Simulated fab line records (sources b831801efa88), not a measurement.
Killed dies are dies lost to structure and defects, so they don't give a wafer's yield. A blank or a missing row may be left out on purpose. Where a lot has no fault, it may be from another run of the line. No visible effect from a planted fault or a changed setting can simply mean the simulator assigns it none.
fab line records	flow sky130
record: lots: 6	wafers: 18	lastDay: 50
route steps=708 shown METAL2@501 VIA2@507 PAD_OPEN@708
lots that met no fault: from a run of the same line without faults
startH: start of the lot's first displayed wafer, in hours after the record's first day	waitH: hours from the lot's prior step to this one	" identical to the entry in the row above	L1.1+2: one row covering several wafers at once	- either no value or no given start	* or withheld: withheld	< > ~ a bound
route shown NAME@n: names a module that has steps shown in the file, with the first one's number in the route	usual: the fault-free wafers' mean and standard deviation	same: alike in all rows	chamber/n: place in a boat	sites: each site's reading	_std_site: the values' standard deviation	_edge_site: mean of outer sites minus mean of inner sites	radiusMm: how far each site lies from the wafer's centre	mask NAME#n: copy n	behind: the most recent tool/chamber to have shaped the wafer	hold: reason for holding the lot/hours on hold/outcome of the hold	device: which transistor (n, p or np) failed to switch	end of line: at the end of the route, the tests of the same wafers	a step given without rows: its recipe and nothing more	killed: at the first sort, the dies lost to defects and structure; wafer yield is something else	map: per-die view of a wafer (x killed, . not killed, _ where there is no die)
set.NAME: the run value of the setting; set.NAME@STEP: its run value at that earlier step	model.NAME: the simulator's own value behind a step, which no gauge read
lots at some steps of the route; a table a step, a row a wafer
services: when a tool's chamber went out of use (startH, in hours from the record's first day, below 0 if earlier), for how many hours, and the reason
== steps ==
step: SKY_METAL2_ETCH_18
recipe: chemistry: N2/H2	target: BARC	ionEnergyEv: 200	biasW: 100	pressureMtorr: 30	n2FlowSccm: 100	h2FlowSccm: 200	icpW: 500	stopOn: SiO2	timeS: 45.9	targetDepthA: 600
usual: drypumpMotorCurrentA: 5.7/0.47	oesProductAu: 0.854/0.0051	throttleValvePct: 13.226/0.0087
lot.wafer	tool	chamber	startH	waitH	drypumpMotorCurrentA	oesProductAu	rfHoursCounterH	throttleValvePct
L631.1	rieMetal-02	1	910.85	0.0	6.4	0.853	4	13.214
L631.3	"	0	"	"	5.4	0.848	-	13.226
L631.5	"	0	"	"	5.3	0.848	-	13.224
L632.1	rieMetal-04	1	920.81	0.0	5.8	0.857	11	13.226
L632.3	"	1	"	"	5.8	0.857	-	13.233
L632.6	"	0	"	"	4.7	0.843	-	13.238
L637.3	rieMetal-02	0	948.59	0.0	5.4	0.860	-	13.219
L637.5	"	1	"	"	6.4	0.862	-	13.217
L637.6	"	0	"	"	5.4	0.859	-	13.225
L640.2	rieMetal-01	0	965.43	0.0	5.6	0.851	7	13.246
L640.3	"	1	"	"	5.6	0.858	-	13.245
L640.6	"	0	"	"	5.6	0.861	-	13.218
L641.1	rieMetal-01	1	967.31	0.0	5.6	0.853	12	13.228
L641.4	"	1	"	"	5.6	0.849	-	13.220
L641.5	"	0	"	"	5.6	0.855	-	13.224
L642.2	rieMetal-02	1	977.48	0.0	6.4	0.865	8	13.230
L642.4	"	1	"	"	6.4	0.855	-	13.222
L642.5	"	0	"	"	5.4	0.848	-	13.239
step: SKY_METAL2_METAL_ETCH_19
recipe: targetDepthA: 3600	stopOn: SiO2	overEtchFrac: 0.3	timeS: 78	chemistry: Cl2/BCl3	resistSidewallDeg: 88	pressureMtorr: 10	icpW: 900	biasW: 48.5	Cl2_flow_sccm: 60	bcl3FlowSccm: 30
usual: drypumpMotorCurrentA: 5.7/0.47	oesProductAu: 0.854/0.0052	throttleValvePct: 22.264/0.0094
lot.wafer	tool	chamber	startH	waitH	drypumpMotorCurrentA	oesProductAu	rfHoursCounterH	throttleValvePct
L631.1	rieMetal-02	1	910.91	0.0	6.4	0.858	4	22.259
L631.3	"	0	"	"	5.3	0.859	-	22.263
L631.5	"	0	"	"	5.3	0.850	-	22.254
L632.1	rieMetal-04	1	920.88	0.0	5.9	0.854	11	22.261
L632.3	"	1	"	"	5.9	0.849	-	22.262
L632.6	"	0	"	"	4.6	0.852	-	22.266
L637.3	rieMetal-02	0	948.66	0.1	5.3	0.864	-	22.255
L637.5	"	1	"	"	6.4	0.850	-	22.264
L637.6	"	0	"	"	5.3	0.860	-	22.283
L640.2	rieMetal-01	0	965.49	0.0	5.6	0.860	7	22.274
L640.3	"	1	"	"	5.6	0.862	-	22.284
L640.6	"	0	"	"	5.6	0.857	-	22.281
L641.1	rieMetal-01	1	967.38	0.0	5.6	0.853	12	22.264
L641.4	"	1	"	"	5.6	0.850	-	22.257
L641.5	"	0	"	"	5.6	0.855	-	22.289
L642.2	rieMetal-02	1	977.54	0.0	6.4	0.858	8	22.272
L642.4	"	1	"	"	6.4	0.862	-	22.266
L642.5	"	0	"	"	5.3	0.857	-	22.250
step: SKY_METAL2_STRIP_20
recipe: chemistry: O2/N2	powerW: 1400	pressureMtorr: 1500	platenTempC: withheld	o2FlowSccm: 3000	n2FlowSccm: 300	overashFraction: 0.5
usual: drypumpMotorCurrentA: 5.8/0.47	oesProductAu: 0.343/0.0045	stripTimeToEndpointS: 2.706/0.027
same: overashFraction: 0.5
lot.wafer	tool	chamber	startH	waitH	drypumpMotorCurrentA	oesProductAu	rfHoursCounterH	stripTimeToEndpointS
L631.1	plasmaAsher-02	1	911.00	0.1	5.4	0.351	50	2.757
L631.3	"	1	"	"	5.4	0.343	-	2.732
L631.5	"	0	"	"	6.2	0.343	-	2.747
L632.1	plasmaAsher-02	1	920.97	0.1	5.4	0.349	51	2.744
L632.3	"	0	"	"	6.2	0.340	-	2.720
L632.6	"	0	"	"	6.2	0.352	-	2.718
L637.3	plasmaAsher-02	0	948.75	0.1	6.3	0.350	-	2.739
L637.5	"	0	"	"	6.2	0.340	-	2.755
L637.6	"	1	"	"	5.4	0.346	-	2.744
L640.2	plasmaAsher-03	1	965.58	0.1	6.6	0.339	80	2.699
L640.3	"	0	"	"	5.4	0.344	-	2.696
L640.6	"	1	"	"	6.6	0.341	-	2.715
L641.1	plasmaAsher-02	1	967.47	0.1	5.4	0.348	55	2.664
L641.4	"	1	"	"	5.4	0.341	-	2.726
L641.5	"	1	"	"	5.4	0.343	-	2.700
L642.2	plasmaAsher-02	0	977.63	0.1	6.3	0.346	56	2.687
L642.4	"	1	"	"	5.4	0.347	-	2.694
L642.5	"	0	"	"	6.2	0.342	-	2.656
step: SKY_METAL2_STRIP_21
recipe: chemistry: postEtchResidueRemover	timeS: 1200	tempC: 72.5
step: SKY_METAL2_CLEAN_22
recipe: chemistry: IPA	timeS: 180	tempC: 25
step: SKY_METAL2_CLEAN_23
recipe: chemistry: O3/DIW	dry: n2Spin
step: SKY_VIA2_HDPCVD_00
recipe: material: SiO2	targetThkNm: 1180	sigmaOpenFrac: 0.3	timeS: 196.7	tempC: 400	sih4FlowSccm: 60	pressureMtorr: 6
step: SKY_VIA2_THK_MEAS_01
recipe: reads: SiO2_of_VIA2_HDPCVD_00
usual: VIA2_HDPCVD_THK: 1180/10
lot.wafer	tool	chamber	startH	waitH	VIA2_HDPCVD_THK[nm]
L631.1	filmMetro-03	-	911.72	0.1	1189
L631.3	"	-	"	"	1180
L631.5	"	-	"	"	1178
L632.1	filmMetro-01	-	921.72	0.1	1173
L632.3	"	-	"	"	1188
L632.6	"	-	"	"	1191
L637.3	filmMetro-03	-	949.49	0.1	1188
L637.5	"	-	"	"	1171
L637.6	"	-	"	"	1184
L640.2	filmMetro-03	-	966.43	0.1	1181
L640.3	"	-	"	"	1187
L640.6	"	-	"	"	1180
L641.1	filmMetro-03	-	968.23	0.1	1178
L641.4	"	-	"	"	1185
L641.5	"	-	"	"	1193
L642.2	filmMetro-01	-	978.36	0.1	1168
L642.4	"	-	"	"	1184
L642.5	"	-	"	"	1179
step: SKY_VIA2_CMP_02
recipe: material: SiO2	downForcePsi: 4	platenRpm: 60	padVelocityMS: 0.94248
usual: edgeZonePressureFrac: 1.000/0.0054	motorCurrentA: 12.1/1.7
lot.wafer	tool	chamber	startH	waitH	edgeZonePressureFrac	motorCurrentA
L631.1	cmp-02	3	911.78	0.1	1.005	10.1
L631.3	"	1	"	"	0.991	12.2
L631.5	"	0	"	"	1.002	11.5
L632.1	cmp-01	0	921.83	0.1	1.003	9.7
L632.3	"	1	"	"	1.000	11.7
L632.6	"	0	"	"	1.009	10.0
L637.3	cmp-01	3	949.68	0.2	0.997	15.5
L637.6	"	0	"	"	1.004	10.2
L637.5	"	1	"	"	0.997	11.9
L640.2	cmp-01	3	966.48	0.0	1.008	14.8
L640.3	"	2	"	"	1.006	11.3
L640.6	"	3	"	"	1.009	15.0
L641.1	cmp-02	1	968.34	0.1	1.000	13.6
L641.4	"	3	"	"	0.999	10.2
L641.5	"	1	"	"	0.987	12.7
L642.2	cmp-01	3	978.46	0.1	1.000	14.2
L642.4	"	0	"	"	0.998	10.0
L642.5	"	3	"	"	1.000	14.8
step: SKY_VIA2_BOW_MEAS_03
recipe: mode: bow
usual: VIA2_BOW: 88/7.1
lot.wafer	tool	chamber	startH	waitH	VIA2_BOW[um]
L631.1	filmMetro-01	-	912.08	0.2	94
L631.3	"	-	"	"	78
L631.5	"	-	"	"	97
L632.1	filmMetro-03	-	922.08	0.2	70
L632.3	"	-	"	"	86
L632.6	"	-	"	"	85
L637.3	filmMetro-03	-	949.87	0.1	97
L637.5	"	-	"	"	82
L637.6	"	-	"	"	84
L640.2	filmMetro-01	-	966.80	0.3	76
L640.3	"	-	"	"	87
L640.6	"	-	"	"	75
L641.1	filmMetro-02	-	968.59	0.2	85
L641.4	"	-	"	"	91
L641.5	"	-	"	"	92
L642.2	filmMetro-01	-	978.73	0.2	90
L642.4	"	-	"	"	100
L642.5	"	-	"	"	88
step: SKY_VIA2_DEHYDRATE_04
recipe: tempC: 200	timeS: 60
step: SKY_VIA2_HMDS_05
recipe: primeTimeS: 60	primeTempC: 120
step: SKY_VIA2_COAT_06
recipe: resist: BARC	tempC: withheld	timeS: withheld	spinRpm: 3000	resistThkNm: 60
usual: dispensePressureKPa: 50.3/1.6
lot.wafer	tool	chamber	startH	waitH	dispensePressureKPa
L631.1	lithoTrack-03	0	924.39	0.1	49.1
L631.3	"	0	"	"	49.1
L631.5	"	0	"	"	49.0
L632.1	lithoTrack-04	0	932.97	0.1	49.5
L632.3	"	0	"	"	49.5
L632.6	"	0	"	"	49.5
L637.3	lithoTrack-04	0	961.72	0.1	49.5
L637.5	"	0	"	"	49.4
L637.6	"	0	"	"	49.4
L640.2	lithoTrack-04	0	977.95	0.1	49.5
L640.3	"	0	"	"	49.5
L640.6	"	0	"	"	49.5
L641.1	lithoTrack-04	0	979.92	0.1	49.4
L641.4	"	0	"	"	49.4
L641.5	"	0	"	"	49.4
L642.2	lithoTrack-03	0	990.71	0.1	49.1
L642.4	"	0	"	"	49.0
L642.5	"	0	"	"	49.1
step: SKY_VIA2_COAT_07
recipe: resist: KrF-thick	spinRpm: 3000	resistThkNm: 450
step: SKY_VIA2_SOFTBAKE_08
recipe: tempC: 100	timeS: 90	resist: KrF-thick
step: SKY_VIA2_EXPOSE_09
recipe: maskId: VIM2	na: 0.8	sourceShape: annular	sigmaInner: 0.55	sigmaOuter: 0.85	targetCdNm: 200	doseMj: 38
step: SKY_VIA2_PEB_10
recipe: pebTempC: withheld	pebTimeS: withheld	resist: KrF-thick
step: SKY_VIA2_DEVELOP_11
recipe: developTimeS: 60	resist: KrF-thick	devTempC: 21
step: SKY_VIA2_CD_MEAS_12
recipe: targetCdNm: 200
usual: cdNm: 200.1/1.4
lot.wafer	tool	chamber	startH	waitH	cdNm
L631.1	cdSem-02	-	936.94	-	199.5
L631.3	"	-	"	"	198.7
L631.5	"	-	"	"	200.7
L632.1	cdSem-01	-	945.99	-	198.5
L632.3	"	-	"	"	200.6
L632.6	"	-	"	"	200.0
L637.3	cdSem-02	-	973.40	-	201.2
L637.5	"	-	"	"	200.2
L637.6	"	-	"	"	201.5
L640.2	cdSem-02	-	990.41	-	199.7
L640.3	"	-	"	"	200.9
L640.6	"	-	"	"	200.0
L641.1	cdSem-01	-	992.94	-	199.7
L641.4	"	-	"	"	200.8
L641.5	"	-	"	"	200.7
L642.2	cdSem-01	-	1002.56	-	202.7
L642.4	"	-	"	"	202.4
L642.5	"	-	"	"	203.6
step: SKY_VIA2_OVL_MEAS_13
usual: VIA2_OVL: 3/4.3
lot.wafer	tool	chamber	startH	waitH	VIA2_OVL[nm]
L631.1	overlay-01	-	937.06	0.1	-2
L631.3	"	-	"	"	2
L631.5	"	-	"	"	1
L632.1	overlay-01	-	946.11	0.1	6
L632.3	"	-	"	"	5
L632.6	"	-	"	"	8
L637.3	overlay-02	-	973.49	0.1	5
L637.5	"	-	"	"	2
L637.6	"	-	"	"	3
L640.2	overlay-02	-	990.51	0.1	4
L640.3	"	-	"	"	10
L640.6	"	-	"	"	8
L641.1	overlay-01	-	993.06	0.1	1
L641.4	"	-	"	"	1
L641.5	"	-	"	"	3
L642.2	overlay-02	-	1002.66	0.1	3
L642.4	"	-	"	"	1
L642.5	"	-	"	"	-1
step: SKY_VIA2_ETCH_14
recipe: chemistry: N2/H2	target: BARC	ionEnergyEv: 200	sourceW: 500	biasW: 100	pressureMtorr: 30	n2FlowSccm: 100	h2FlowSccm: 200	stopOn: SiO2	timeS: 45.9	targetDepthA: 600
usual: drypumpMotorCurrentA: 5.7/0.49	oesProductAu: 0.855/0.0053	throttleValvePct: 13.226/0.0084
lot.wafer	tool	chamber	startH	waitH	drypumpMotorCurrentA	oesProductAu	rfHoursCounterH	throttleValvePct	model.etch.depthNm
L631.1	rieDiel-04	2	937.09	0.0	5.5	0.854	12	13.230	60.06
L631.3	"	1	"	"	5.4	0.856	8	13.222	59.84
L631.5	"	2	"	"	5.5	0.856	-	13.225	60.07
L632.1	rieDiel-01	0	946.14	0.0	4.9	0.859	10	13.225	60.28
L632.3	"	2	"	"	6.5	0.854	6	13.226	60.13
L632.6	"	2	"	"	6.5	0.864	-	13.226	60.29
L637.3	rieDiel-03	3	973.52	0.0	5.5	0.848	4	13.220	59.68
L637.5	"	2	"	"	5.5	0.860	-	13.243	59.61
L637.6	"	1	"	"	6.3	0.850	-	13.223	59.78
L640.2	rieDiel-01	2	990.54	0.0	6.5	0.878	8	13.240	63.35
L640.3	"	3	"	"	5.9	0.855	12	13.228	60.04
L640.6	"	1	"	"	5.6	0.849	-	13.212	60.11
L641.1	rieDiel-03	1	993.09	0.0	6.3	0.880	8	13.220	63.45
L641.4	"	1	"	"	6.3	0.847	-	13.227	59.8
L641.5	"	2	"	"	5.4	0.857	-	13.222	59.9
L642.2	rieDiel-01	3	1002.69	0.0	5.9	0.855	13	13.220	60.04
L642.4	"	0	"	"	4.8	0.858	11	13.234	60.03
L642.5	"	0	"	"	4.8	0.845	-	13.225	59.8
step: SKY_VIA2_ETCH_15
recipe: target: SiO2	chemistry: C4F8/O2/Ar	targetDepthNm: 546	stopOn: TiN	maskMaterial: KrF-thick	sourceW: 1500	biasW: 1200	pressureMtorr: 40	c4f8FlowSccm: withheld	O2_flow_sccm: 6	Ar_flow_sccm: 300	timeS: 84
usual: oesProductAu: 0.939/0.0051
lot.wafer	tool	chamber	startH	waitH	oesProductAu	rfHoursCounterH
L631.1	rieDiel-04	2	937.14	0.0	0.936	12
L631.3	"	1	"	"	0.933	8
L631.5	"	2	"	"	0.932	-
L632.1	rieDiel-01	0	946.19	0.0	0.939	10
L632.3	"	2	"	"	0.946	6
L632.6	"	2	"	"	0.953	-
L637.3	rieDiel-03	3	973.56	0.0	0.937	4
L637.5	"	2	"	"	0.941	-
L637.6	"	1	"	"	0.939	-
L640.2	rieDiel-01	2	990.59	0.0	0.938	8
L640.3	"	3	"	"	0.941	12
L640.6	"	1	"	"	0.934	-
L641.1	rieDiel-03	1	993.14	0.0	0.938	8
L641.4	"	1	"	"	0.928	-
L641.5	"	2	"	"	0.943	-
L642.2	rieDiel-01	3	1002.74	0.0	0.950	13
L642.4	"	0	"	"	0.944	11
L642.5	"	0	"	"	0.949	-
step: SKY_PAD_OPEN_PROBE_99
usual: defectLimitedYield: 82.3/2	killed_at_M0_to_M3: 43/7.3	killed_at_M4_up: 3.2/1.8	killedAtContacts: 24/5.8	killedAtFrontEnd: 16/4.5	killedAtOther: 0.3/0.53	killedDies: 87/9.9	killedOpen: 48/6.8	killedShort: 39/6.9	sort_bin_3_pad_short: 0.8/0.42	sort_bin_5_function: 10.4/1.6	sort_bin_6_memory: 6.4/1.2	sortNPass: 405/9.9	sortYieldPct: 82.3/2
same: grossDies: 492	killedAtBackSide: 0	sort_bin_4_leakage[%]: 0	sort_bin_8_speed[%]: 0
lot.wafer	tool	chamber	startH	waitH	defectLimitedYield[%]	killed_at_M0_to_M3	killed_at_M4_up	killedAtContacts	killedAtFrontEnd	killedAtOther	killedDies	killedOpen	killedShort	sort_bin_3_pad_short[%]	sort_bin_5_function[%]	sort_bin_6_memory[%]	sortNPass	sortYieldPct[%]
L632.1	prober-02	-	1150.80	0.1	83.5	47	4	19	11	0	81	44	37	0.6	11.4	4.5	411	83.5
L632.3	prober-02	-	1150.90	0.2	80.3	46	2	35	13	1	97	51	46	0.8	12.2	6.7	395	80.3
L632.6	prober-02	-	1151.05	0.2	83.7	37	4	26	13	0	80	55	25	0.2	9.6	6.5	412	83.7
L637.3	prober-01	-	1173.33	0.2	81.9	43	3	23	19	1	89	60	29	0.6	10.6	6.9	403	81.9
L637.5	prober-01	-	1173.43	0.2	78.5	54	3	26	23	0	106	52	54	1.8	12.0	7.7	386	78.5
L637.6	prober-01	-	1173.48	0.2	85.0	34	3	23	14	0	74	48	26	0.4	8.5	6.1	418	85.0
L640.2	prober-02	-	1184.54	0.1	80.5	51	4	26	15	0	96	54	42	0.4	11.8	7.3	396	80.5
L640.3	prober-02	-	1184.59	0.2	83.3	37	4	28	13	0	82	44	38	0.4	9.1	7.1	410	83.3
L640.6	prober-02	-	1184.74	0.2	82.3	39	2	31	14	1	87	46	41	1.0	10.4	6.3	405	82.3
killed by level:class
L632.1 METAL1:geometricParticle:short=9 LI_CONTACT:geometricParticle:open=7 VIA1:geometricParticle:open=7 VIA3:geometricParticle:open=6 METAL2:geometricParticle:short=6 VIA2:geometricParticle:short=4 CONTACT:geometricParticle:open=4 VIA2:geometricParticle:open=4
L632.3 VIA1:geometricParticle:open=17 LI_CONTACT:geometricParticle:open=10 METAL2:geometricParticle:short=10 FIELD_ISO:geometricParticle:short=8 CONTACT:geometricParticle:open=8 LI_CONTACT:geometricParticle:short=6 LOCAL_INTERCONNECT:geometricParticle:short=6 VIA2:geometricParticle:open=5
L632.6 VIA1:geometricParticle:open=13 CONTACT:geometricParticle:open=11 VIA2:geometricParticle:open=9 LI_CONTACT:geometricParticle:open=7 FIELD_ISO:geometricParticle:open=6 METAL1:geometricParticle:short=4 LOCAL_INTERCONNECT:geometricParticle:short=3 VIA1:geometricParticle:short=3
L637.3 CONTACT:geometricParticle:open=13 VIA1:geometricParticle:open=10 VIA2:geometricParticle:open=8 VIA3:geometricParticle:open=7 FIELD_ISO:geometricParticle:short=6 FIELD_ISO:geometricParticle:open=5 LI_CONTACT:geometricParticle:open=5 POLY_GATE:geometricParticle:open=4
L637.5 VIA1:geometricParticle:open=13 METAL2:geometricParticle:short=8 LI_CONTACT:geometricParticle:open=7 METAL1:geometricParticle:short=7 POLY_GATE:geometricParticle:open=6 LOCAL_INTERCONNECT:geometricParticle:short=6 SPACER:geometricParticle:short=5 CONTACT:geometricParticle:open=5
L637.6 VIA2:geometricParticle:open=9 CONTACT:geometricParticle:open=9 FIELD_ISO:geometricParticle:open=7 METAL1:geometricParticle:short=7 VIA1:geometricParticle:open=6 LOCAL_INTERCONNECT:geometricParticle:short=5 VIA3:geometricParticle:open=5 POLY_GATE:geometricParticle:short=3
L640.2 VIA1:geometricParticle:open=17 CONTACT:geometricParticle:open=11 VIA3:geometricParticle:open=8 METAL3:geometricParticle:short=7 CONTACT:geometricParticle:short=5 METAL1:geometricParticle:short=5 FIELD_ISO:geometricParticle:short=4 POLY_GATE:geometricParticle:short=4
L640.3 CONTACT:geometricParticle:open=11 VIA1:geometricParticle:open=7 LI_CONTACT:geometricParticle:open=6 LOCAL_INTERCONNECT:geometricParticle:short=6 METAL1:geometricParticle:short=5 VIA2:geometricParticle:short=5 VIA3:geometricParticle:short=4 VIA2:geometricParticle:open=4
L640.6 LI_CONTACT:geometricParticle:open=10 CONTACT:geometricParticle:open=8 VIA1:geometricParticle:open=7 LOCAL_INTERCONNECT:geometricParticle:short=6 VIA3:geometricParticle:open=6 METAL1:geometricParticle:short=5 VIA2:geometricParticle:short=5 FIELD_ISO:geometricParticle:open=4
== services ==
tool	chamber	startH	hours	kind
rieDiel-04	0	887.55	16.5	repair
rieDiel-04	3	892.80	1.5	repair
rieDiel-03	-	894.21	28.1	pm
cmp-01	-	912.00	4.0	pm
cmp-01	-	916.00	-	consumableReplace:conditioner
cmp-01	-	916.00	-	consumableReplace:pad
rieMetal-04	-	919.38	0.6	repair
cmp-01	-	923.52	1.3	repair
rieDiel-03	0	927.88	3.5	repair
plasmaAsher-02	-	936.70	1.1	repair
rieMetal-01	1	944.94	5.5	repair
rieDiel-04	2	968.67	16.7	repair
cmp-01	-	970.87	0.7	repair
rieDiel-04	-	979.03	0.4	repair
rieMetal-04	-	981.89	0.3	repair
cmp-02	-	982.27	5.7	repair
cmp-02	-	985.78	0.9	repair
rieDiel-01	-	991.22	2.8	pm
rieDiel-03	3	992.40	1.3	repair
cmp-01	-	1000.58	7.5	pm
== key ==
firstSign: step: SKY_VIA2_ETCH_14	reading: oesProductAu	direction: up	sigmas: 4.6	usual: 0.855	struck: 0.879
effect none on later readings
modelEffect: step: SKY_VIA2_ETCH_14	value: etch.depthNm	without: 59.97	struck: 63.4
metAt SKY_VIA2_COAT_06
struckWafers L640.2,L641.1
onsetBetween 961.72 977.95
fault: kind: processParameterDrift	tool: lithoTrack-04	chamber: -	onsetH: 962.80	steps: SKY_VIA2_COAT_06	channel: resistThkNm	offset: 3.4276	shape: step	endH: 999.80	scope: struckWafersOnly	actsIn: theseRecipesOnly	stated: 60
